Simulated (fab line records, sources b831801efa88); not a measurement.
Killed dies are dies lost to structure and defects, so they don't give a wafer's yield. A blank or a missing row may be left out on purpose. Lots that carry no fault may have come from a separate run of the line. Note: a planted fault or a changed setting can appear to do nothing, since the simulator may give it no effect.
fab line records	flow sky130	part 1 of 2: steps 1 to 43 of 44
record: lots: 7	wafers: 21	last_day: 50
route steps=708 shown DNWELL@35 PWDE@45 NWELL@56 PAD_OPEN@708
lots with no fault: from the same line, run without faults
start_h: hours from the record's first day to the start of the lot's first wafer shown	wait_h: hours since the lot's step before	" as in the row above	L1.1+2: a row that stands for several wafers	- no value present, or no start provided	* or withheld: withheld	< > ~ a bound
route shown NAME@n: a module of which the file shows steps, and the number in the route of the first	usual: mean/standard deviation taken from wafers without a fault	same: alike in all rows	chamber/n: place in a boat	sites: per-site readings	_std_site: standard deviation across them	_edge_site: outer sites' mean less inner sites'	radius_mm: how far each site lies from the wafer's centre	mask NAME#n: copy n	behind: the tool/chamber that last shaped the wafer	hold: cause of the lot's hold/its duration in hours/its outcome	device: which transistor (n, p or np) failed to switch	end of line: the tests these same wafers got at the end of their route	step lacking rows: just its recipe	killed: dies that structure and defects cost at the first sort, which is not the same as the wafer's yield	map: per-die view of a wafer (x killed, . not killed, _ where there is no die)
set.NAME: the setting the step ran with; set.NAME@STEP: the setting that earlier step ran with	model.NAME: the simulator's own value behind a step, which no gauge read
certain route steps with their lots: each step a table, each wafer a row
services: the hour from which a tool's chamber was out of use, counted from the record's first day as start_h (under 0 if before that day), plus the number of hours and why
== steps ==
step: SKY_DNWELL_DEHYDRATE_00
recipe: temp_c: 200	time_s: 60
step: SKY_DNWELL_HMDS_01
recipe: prime_time_s: 60	prime_temp_c: 120
step: SKY_DNWELL_COAT_02
recipe: spin_rpm: 2000	resist_thk_nm: 3000
step: SKY_DNWELL_SOFTBAKE_03
recipe: temp_c: 110	time_s: withheld
step: SKY_DNWELL_EXPOSE_04
recipe: mask_id: DNM	na: 0.57	target_cd_nm: 3000	dose_mj: 222
step: SKY_DNWELL_PEB_05
recipe: temp_c: 115	time_s: withheld
step: SKY_DNWELL_DEVELOP_06
recipe: wall_angle_deg: 90	developer: TMAH	develop_time_s: 60	dev_temp_c: 23
step: SKY_DNWELL_IMPLANT_07
recipe: species: P	energy_kev: withheld	dose_cm2: withheld	tilt_deg: withheld
step: SKY_DNWELL_STRIP_08
recipe: chemistry: O2/N2	power_w: 1400	pressure_mtorr: 1500	platen_temp_c: withheld	o2_flow_sccm: 3000	n2_flow_sccm: 313.4	overash_fraction: 0.5
usual: chamber_pressure_mTorr: 1499.9/1.4	drypump_motor_current_A: 5.6/0.37	o2_flow_sccm: 3001/9.4	oes_product_au: 0.722/0.0044	strip_time_to_endpoint_s: 36.88/0.097
lot.wafer	tool	chamber	start_h	wait_h	chamber_pressure_mTorr	drypump_motor_current_A	o2_flow_sccm	oes_product_au	rf_hours_counter_h	strip_time_to_endpoint_s
L987.1	plasma_asher-03	1	77.60	0.1	1498.4	5.9	3007	0.721	38	36.74
L987.4	"	1	"	"	1500.9	5.9	2984	0.722	-	36.75
L987.5	"	1	"	"	1499.8	5.9	3007	0.730	-	36.75
L992.1	plasma_asher-03	0	104.99	0.1	1499.7	5.9	3024	0.716	41	36.71
L992.2	"	1	"	"	1498.5	5.9	3006	0.725	41	36.76
L992.3	"	0	"	"	1500.8	6.0	3005	0.719	-	36.83
L998.3	plasma_asher-04	1	143.33	0.1	1499.3	5.0	2992	0.720	-	36.93
L998.5	"	0	"	"	1499.5	5.3	3008	0.720	-	36.93
L998.6	"	1	"	"	1501.0	5.0	3010	0.721	-	36.86
L999.2	plasma_asher-04	0	148.65	0.1	1498.3	5.3	2983	0.721	34	36.91
L999.4	"	0	"	"	1499.7	5.4	3016	0.719	-	36.97
L999.5	"	0	"	"	1501.0	5.3	2994	0.716	-	36.95
L100.3	plasma_asher-04	1	149.66	0.1	1498.9	5.0	2999	0.726	-	36.91
L100.4	"	0	"	"	1500.9	5.3	2996	0.719	-	37.07
L100.5	"	0	"	"	1499.4	5.3	3012	0.722	-	36.99
L102.1	plasma_asher-01	1	159.54	0.1	1501.1	5.4	3003	0.719	4	36.89
L102.2	"	0	"	"	1502.5	5.4	3009	0.724	4	36.94
L102.3	"	0	"	"	1497.4	5.4	2998	0.717	-	36.93
L104.2	plasma_asher-03	1	170.25	0.1	1501.3	5.9	2990	0.715	47	36.98
L104.3	"	1	"	"	1501.2	5.9	2989	0.718	-	37.01
L104.5	"	1	"	"	1503.1	5.9	3002	0.721	-	37.10
step: SKY_DNWELL_TW_MEAS_09
usual: DNWELL_TW: 1112/14
lot.wafer	tool	chamber	start_h	wait_h	DNWELL_TW
L987.1	film_metro-01	-	77.70	0.1	1100
L987.4	"	-	"	"	1093
L987.5	"	-	"	"	1102
L992.1	film_metro-03	-	105.09	0.1	1121
L992.2	"	-	"	"	1119
L992.3	"	-	"	"	1119
L998.3	film_metro-01	-	143.42	0.1	1099
L998.5	"	-	"	"	1108
L998.6	"	-	"	"	1103
L999.2	film_metro-04	-	148.76	0.1	1134
L999.4	"	-	"	"	1135
L999.5	"	-	"	"	1130
L100.3	film_metro-03	-	149.75	0.1	1095
L100.4	"	-	"	"	1098
L100.5	"	-	"	"	1091
L102.1	film_metro-01	-	159.64	0.1	1101
L102.2	"	-	"	"	1099
L102.3	"	-	"	"	1096
L104.2	film_metro-04	-	170.36	0.1	1119
L104.3	"	-	"	"	1128
L104.5	"	-	"	"	1124
step: SKY_PWDE_DEHYDRATE_00
recipe: temp_c: 200	time_s: 60
step: SKY_PWDE_HMDS_01
recipe: prime_time_s: 60	prime_temp_c: 120
step: SKY_PWDE_COAT_02
recipe: spin_rpm: 2000	resist_thk_nm: 3000
usual: chill_plate_temp_C: 22.98/0.099	dispense_pressure_kPa: 50.8/2.1
lot.wafer	tool	chamber	start_h	wait_h	chill_plate_temp_C	dispense_pressure_kPa
L987.1	litho_track-01	0	86.05	0.1	22.96	52.9
L987.4	"	0	"	"	23.01	52.9
L987.5	"	0	"	"	23.07	52.9
L992.1	litho_track-02	0	113.64	0.1	23.11	48.5
L992.2	"	0	"	"	22.96	48.6
L992.3	"	0	"	"	23.13	48.6
L998.3	litho_track-04	-	153.39	0.1	-	-
L998.5	"	-	"	"	-	-
L998.6	"	-	"	"	-	-
L999.2	litho_track-02	-	158.07	0.1	-	-
L999.4	"	-	"	"	-	-
L999.5	"	-	"	"	-	-
L100.3	litho_track-02	-	158.74	0.1	-	-
L100.4	"	-	"	"	-	-
L100.5	"	-	"	"	-	-
L102.1	litho_track-04	0	169.44	0.1	22.80	48.8
L102.2	"	0	"	"	23.04	48.8
L102.3	"	0	"	"	22.92	48.8
L104.2	litho_track-01	0	180.42	0.1	22.87	52.9
L104.3	"	0	"	"	23.03	52.9
L104.5	"	0	"	"	23.05	52.9
step: SKY_PWDE_SOFTBAKE_03
recipe: temp_c: 110	time_s: withheld
step: SKY_PWDE_EXPOSE_04
recipe: mask_id: PWDEM	na: 0.6	source_shape: conventional	sigma_outer: 0.6	polarization: unpolarized	target_cd_nm: 840	dose_mj: 214
step: SKY_PWDE_PEB_05
recipe: temp_c: 115	time_s: withheld
step: SKY_PWDE_DEVELOP_06
recipe: wall_angle_deg: 90	developer: TMAH	develop_time_s: 60	dev_temp_c: 23
step: SKY_PWDE_OVL_MEAS_07
usual: PWDE_OVL: 0.8/1.3
lot.wafer	tool	chamber	start_h	wait_h	PWDE_OVL[nm]
L987.1	overlay-01	-	95.35	-	2.0
L987.4	"	-	"	"	3.1
L987.5	"	-	"	"	0.7
L992.1	overlay-01	-	122.24	-	1.2
L992.2	"	-	"	"	0.7
L992.3	"	-	"	"	1.4
L998.3	overlay-02	-	163.10	-	-
L998.5	"	-	"	"	-
L998.6	"	-	"	"	-
L999.2	overlay-02	-	168.65	-	-
L999.4	"	-	"	"	-
L999.5	"	-	"	"	-
L100.3	overlay-02	-	169.15	-	-
L100.4	"	-	"	"	-
L100.5	"	-	"	"	-
L102.1	overlay-02	-	180.44	-	3.4
L102.2	"	-	"	"	3.2
L102.3	"	-	"	"	1.9
L104.2	overlay-01	-	191.85	-	2.1
L104.3	"	-	"	"	1.5
L104.5	"	-	"	"	1.8
step: SKY_PWDE_IMPLANT_08
recipe: species: B	energy_kev: 150	dose_cm2: 3.6e+12	tilt_deg: withheld
step: SKY_PWDE_STRIP_09
recipe: chemistry: O2/N2	power_w: 1400	pressure_mtorr: 1500	platen_temp_c: withheld	o2_flow_sccm: 3000	n2_flow_sccm: 300	overash_fraction: 0.5
usual: chamber_pressure_mTorr: 1500.0/1.6	drypump_motor_current_A: 5.38/0.2	o2_flow_sccm: 3000/8.8	oes_product_au: 0.722/0.0044	strip_time_to_endpoint_s: 36.93/0.11
lot.wafer	tool	chamber	start_h	wait_h	chamber_pressure_mTorr	drypump_motor_current_A	o2_flow_sccm	oes_product_au	rf_hours_counter_h	strip_time_to_endpoint_s
L987.1	plasma_asher-04	1	95.53	0.1	1500.1	4.99	2998	0.718	28	36.98
L987.4	"	0	"	"	1499.8	5.33	3012	0.728	-	37.00
L987.5	"	1	"	"	1500.3	5.01	2998	0.730	-	36.90
L992.1	plasma_asher-04	0	122.43	0.1	1500.6	5.36	3000	0.728	31	36.85
L992.2	"	1	"	"	1502.5	5.01	3012	0.712	31	36.86
L992.3	"	0	"	"	1501.8	5.33	3016	0.720	-	36.90
L998.3	plasma_asher-01	1	163.31	0.1	1499.2	5.47	3003	-	-	-
L998.5	"	1	"	"	1500.9	5.45	2994	-	-	-
L998.6	"	0	"	"	1498.2	5.45	2994	-	-	-
L999.2	plasma_asher-02	1	168.83	0.1	1501.8	5.49	3002	-	46	-
L999.4	"	1	"	"	1501.8	5.52	3005	-	-	-
L999.5	"	0	"	"	1499.3	5.61	3008	-	-	-
L100.3	plasma_asher-01	0	169.36	0.1	1500.5	5.45	2989	-	-	-
L100.4	"	1	"	"	1498.1	5.47	3002	-	-	-
L100.5	"	1	"	"	1500.9	5.45	2989	-	-	-
L102.1	plasma_asher-02	1	180.63	0.1	1499.4	5.47	3006	0.721	47	37.02
L102.2	"	0	"	"	1497.6	5.62	2996	0.714	47	37.15
L102.3	"	1	"	"	1499.0	5.48	3001	0.716	-	37.07
L104.2	plasma_asher-04	1	192.03	0.1	1500.3	5.01	2995	0.720	38	36.98
L104.3	"	1	"	"	1502.7	4.97	2993	0.728	-	36.95
L104.5	"	0	"	"	1499.6	5.30	2999	0.723	-	36.95
step: SKY_PWDE_TW_MEAS_10
usual: PWDE_TW: 374/4.6
lot.wafer	tool	chamber	start_h	wait_h	PWDE_TW
L987.1	film_metro-03	-	95.63	0.1	370
L987.4	"	-	"	"	372
L987.5	"	-	"	"	372
L992.1	film_metro-03	-	122.53	0.1	373
L992.2	"	-	"	"	372
L992.3	"	-	"	"	372
L998.3	film_metro-04	-	163.40	0.1	376
L998.5	"	-	"	"	376
L998.6	"	-	"	"	379
L999.2	film_metro-01	-	168.94	0.1	367
L999.4	"	-	"	"	370
L999.5	"	-	"	"	369
L100.3	film_metro-04	-	169.45	0.1	375
L100.4	"	-	"	"	375
L100.5	"	-	"	"	377
L102.1	film_metro-04	-	180.73	0.1	376
L102.2	"	-	"	"	378
L102.3	"	-	"	"	378
L104.2	film_metro-01	-	192.14	0.1	365
L104.3	"	-	"	"	366
L104.5	"	-	"	"	366
step: SKY_NWELL_DEHYDRATE_03
recipe: temp_c: 200	time_s: 60
step: SKY_NWELL_HMDS_04
recipe: prime_time_s: 60	prime_temp_c: 120
step: SKY_NWELL_COAT_05
recipe: spin_rpm: 2000	resist_thk_nm: 3000
step: SKY_NWELL_SOFTBAKE_06
recipe: temp_c: 110	time_s: withheld
step: SKY_NWELL_EXPOSE_07
recipe: mask_id: NWM	na: 0.6	source_shape: conventional	sigma_outer: 0.6	polarization: unpolarized	target_cd_nm: 840	dose_mj: 255
step: SKY_NWELL_PEB_08
recipe: temp_c: 115	time_s: withheld
step: SKY_NWELL_DEVELOP_09
recipe: wall_angle_deg: 90	developer: TMAH	develop_time_s: 60	dev_temp_c: 23
step: SKY_NWELL_OVL_MEAS_10
usual: NWELL_00_OVL: -0.7/1.7
lot.wafer	tool	chamber	start_h	wait_h	NWELL_00_OVL[nm]
L987.1	overlay-02	-	112.28	-	-0.8
L987.4	"	-	"	"	-1.4
L987.5	"	-	"	"	-1.4
L992.1	overlay-01	-	141.49	-	-4.1
L992.2	"	-	"	"	-5.0
L992.3	"	-	"	"	-3.2
L998.3	overlay-01	-	183.34	-	-3.2
L998.5	"	-	"	"	-4.4
L998.6	"	-	"	"	-2.5
L999.2	overlay-02	-	189.55	-	0.8
L999.4	"	-	"	"	2.7
L999.5	"	-	"	"	2.1
L100.3	overlay-01	-	190.90	-	1.8
L100.4	"	-	"	"	-1.9
L100.5	"	-	"	"	0.2
L102.1	overlay-02	-	202.64	-	0.3
L102.2	"	-	"	"	-0.8
L102.3	"	-	"	"	0.9
L104.2	overlay-02	-	214.23	-	-1.5
L104.3	"	-	"	"	-1.5
L104.5	"	-	"	"	-0.5
step: SKY_NWELL_IMPLANT_11
recipe: species: P	energy_kev: 400	dose_cm2: 1.9e+13	tilt_deg: withheld
step: SKY_NWELL_IMPLANT_12
recipe: species: P	energy_kev: 120.8	dose_cm2: 1.3e+12	tilt_deg: withheld
step: SKY_NWELL_IMPLANT_13
recipe: species: P	energy_kev: 50	dose_cm2: 7e+11	tilt_deg: withheld
step: SKY_NWELL_STRIP_14
recipe: chemistry: O2/N2	power_w: 1400	pressure_mtorr: 1500	platen_temp_c: withheld	o2_flow_sccm: 3000	n2_flow_sccm: 300	overash_fraction: 0.5
usual: chamber_pressure_mTorr: 1500.2/1.3	drypump_motor_current_A: 5.5/0.32	o2_flow_sccm: 3000/8.8	oes_product_au: 0.722/0.0044	strip_time_to_endpoint_s: 36.95/0.13
lot.wafer	tool	chamber	start_h	wait_h	chamber_pressure_mTorr	drypump_motor_current_A	o2_flow_sccm	oes_product_au	rf_hours_counter_h	strip_time_to_endpoint_s
L987.1	plasma_asher-02	1	112.76	0.1	1502.1	5.5	3003	0.725	42	36.91
L987.4	"	0	"	"	1500.0	5.7	3016	0.722	-	37.02
L987.5	"	1	"	"	1501.3	5.5	2998	0.726	-	36.93
L992.1	plasma_asher-02	1	141.98	0.1	1501.1	5.5	3007	0.727	45	37.02
L992.2	"	0	"	"	1501.5	5.7	2998	0.718	45	36.97
L992.3	"	1	"	"	1500.0	5.5	2995	0.718	-	36.97
L998.3	plasma_asher-02	0	183.85	0.1	1499.8	5.6	3000	0.720	-	37.02
L998.5	"	1	"	"	1499.3	5.5	2996	0.729	-	36.95
L998.6	"	0	"	"	1500.5	5.6	3007	0.720	-	36.90
L999.2	plasma_asher-03	1	190.03	0.1	1498.5	5.9	2991	0.721	49	37.23
L999.4	"	0	"	"	1499.7	6.0	2988	0.724	-	37.28
L999.5	"	1	"	"	1502.4	5.9	2997	0.727	-	37.14
L100.3	plasma_asher-04	1	191.41	0.1	1498.2	5.0	2994	0.722	-	36.72
L100.4	"	0	"	"	1500.0	5.4	2996	0.724	-	36.78
L100.5	"	1	"	"	1501.2	5.0	3004	0.723	-	36.73
L102.1	plasma_asher-04	1	203.13	0.1	1498.8	5.0	2993	0.716	39	37.15
L102.2	"	0	"	"	1499.9	5.3	3005	0.725	39	37.14
L102.3	"	0	"	"	1499.5	5.4	3013	0.719	-	37.08
L104.2	plasma_asher-04	0	214.71	0.1	1498.8	5.3	3001	0.717	41	36.84
L104.3	"	0	"	"	1500.3	5.3	3001	0.734	-	36.88
L104.5	"	0	"	"	1499.3	5.3	3008	0.727	-	36.79
step: SKY_NWELL_TW_MEAS_15
usual: NWELL_TW: 1816/22
lot.wafer	tool	chamber	start_h	wait_h	NWELL_TW
L987.1	film_metro-01	-	112.86	0.1	1798
L987.4	"	-	"	"	1794
L987.5	"	-	"	"	1798
L992.1	film_metro-01	-	142.08	0.1	1795
L992.2	"	-	"	"	1785
L992.3	"	-	"	"	1791
L998.3	film_metro-04	-	184.02	0.1	1830
L998.5	"	-	"	"	1840
L998.6	"	-	"	"	1822
L999.2	film_metro-03	-	190.14	0.1	1821
L999.4	"	-	"	"	1824
L999.5	"	-	"	"	1817
L100.3	film_metro-04	-	191.50	0.1	1853
L100.4	"	-	"	"	1849
L100.5	"	-	"	"	1849
L102.1	film_metro-04	-	203.23	0.1	1845
L102.2	"	-	"	"	1850
L102.3	"	-	"	"	1856
L104.2	film_metro-03	-	214.82	0.1	1801
L104.3	"	-	"	"	1807
L104.5	"	-	"	"	1813
step: SKY_NWELL_DEHYDRATE_16
recipe: temp_c: 200	time_s: 60
step: SKY_NWELL_HMDS_17
recipe: prime_time_s: 60	prime_temp_c: 120
step: SKY_NWELL_COAT_18
recipe: spin_rpm: 2000	resist_thk_nm: 3000
step: SKY_NWELL_SOFTBAKE_19
recipe: temp_c: 110	time_s: withheld
step: SKY_NWELL_EXPOSE_20
recipe: mask_id: NWM_COMPLEMENT	na: 0.6	source_shape: conventional	sigma_outer: 0.6	polarization: unpolarized	target_cd_nm: 840	dose_mj: 260
step: SKY_NWELL_PEB_21
recipe: temp_c: 115	time_s: withheld
step: SKY_NWELL_DEVELOP_22
recipe: wall_angle_deg: 90	developer: TMAH	develop_time_s: 60	dev_temp_c: 23
step: SKY_NWELL_OVL_MEAS_23
usual: NWELL_01_OVL: 0.9/1.3
lot.wafer	tool	chamber	start_h	wait_h	NWELL_01_OVL[nm]
L987.1	overlay-02	-	129.88	-	3.5
L987.4	"	-	"	"	0.9
L987.5	"	-	"	"	1.8
L992.1	overlay-01	-	161.69	-	-1.6
L992.2	"	-	"	"	-0.5
L992.3	"	-	"	"	-0.1
L998.3	overlay-01	-	205.40	-	1.4
L998.5	"	-	"	"	1.3
L998.6	"	-	"	"	-0.7
L999.2	overlay-01	-	211.80	-	0.9
L999.4	"	-	"	"	2.4
L999.5	"	-	"	"	0.3
L100.3	overlay-02	-	212.74	-	0.0
L100.4	"	-	"	"	0.7
L100.5	"	-	"	"	-0.5
L102.1	overlay-02	-	225.38	-	1.3
L102.2	"	-	"	"	0.1
L102.3	"	-	"	"	-0.9
L104.2	overlay-01	-	237.65	-	1.7
L104.3	"	-	"	"	1.1
L104.5	"	-	"	"	1.4
step: SKY_NWELL_TW_MEAS_26
usual: NWELL_2_TW: 496/5.6
lot.wafer	tool	chamber	start_h	wait_h	hold	NWELL_2_TW
L987.1	film_metro-03	-	130.16	0.1	-	494
L987.4	"	-	"	"	-	496
L987.5	"	-	"	"	-	494
L992.1	film_metro-04	-	161.98	0.1	-	504
L992.2	"	-	"	"	-	503
L992.3	"	-	"	"	-	499
L998.3	film_metro-03	-	205.70	0.1	await_dispo/0.2h/release	544
L998.5	"	-	"	"	await_dispo/0.2h/release	550
L998.6	"	-	"	"	await_dispo/0.2h/release	549
L998.3	film_metro-03	-	205.92	0.2	-	545
L998.5	"	-	"	"	-	549
L998.6	"	-	"	"	-	551
L999.2	film_metro-03	-	212.09	0.1	await_dispo/0.2h/release	547
L999.4	"	-	"	"	await_dispo/0.2h/release	550
L999.5	"	-	"	"	await_dispo/0.2h/release	547
L999.2	film_metro-03	-	212.31	0.2	-	547
L999.4	"	-	"	"	-	548
L999.5	"	-	"	"	-	547
L100.3	film_metro-04	-	213.03	0.1	await_dispo/0.2h/release	558
L100.4	"	-	"	"	await_dispo/0.2h/release	555
L100.5	"	-	"	"	await_dispo/0.2h/release	553
L100.3	film_metro-04	-	213.26	0.2	-	556
L100.4	"	-	"	"	-	557
L100.5	"	-	"	"	-	555
L102.1	film_metro-03	-	225.66	0.1	-	493
L102.2	"	-	"	"	-	494
L102.3	"	-	"	"	-	492
L104.2	film_metro-01	-	237.94	0.1	-	486
L104.3	"	-	"	"	-	484
L104.5	"	-	"	"	-	484
== key ==
first_sign: step: SKY_PWDE_COAT_02	reading: tool_record	direction: missing
effect: step: SKY_PWDE_OVL_MEAS_07	reading: PWDE_OVL	direction: missing
effect: step: SKY_NWELL_TW_MEAS_26	reading: NWELL_2_TW	direction: up	sigmas: 9.8	usual: 496	struck: 550
effect: step: SKY_PAD_OPEN_PROBE_99	reading: killed_at_front_end	direction: up	sigmas: 98	usual: 14	struck: 426
more_kills_born_at: SKY_PWDE_EXPOSE_04@iline_stepper-01: 2467	SKY_PWDE_EXPOSE_04@iline_stepper-02: 1230
met_at SKY_PWDE_COAT_02
struck_wafers L998.3,L998.5,L998.6,L999.2,L999.4,L999.5,L100.3,L100.4,L100.5
tester_left_out L998,L999,L100
onset_between 113.64 153.39
fault: kind: skipped_step_whole	tool: litho_track-02,litho_track-04	chamber: -	onset_h: 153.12	steps: SKY_PWDE_COAT_02	scope: struck_lots_only
tester_left_out: of these lots the tester's yield and bins aren't shown, on N5 and GAA mostly nor the transistor test; their killed dies are dies lost to structure and defects alone, not to doping, threshold or leakage, so they don't give the yield
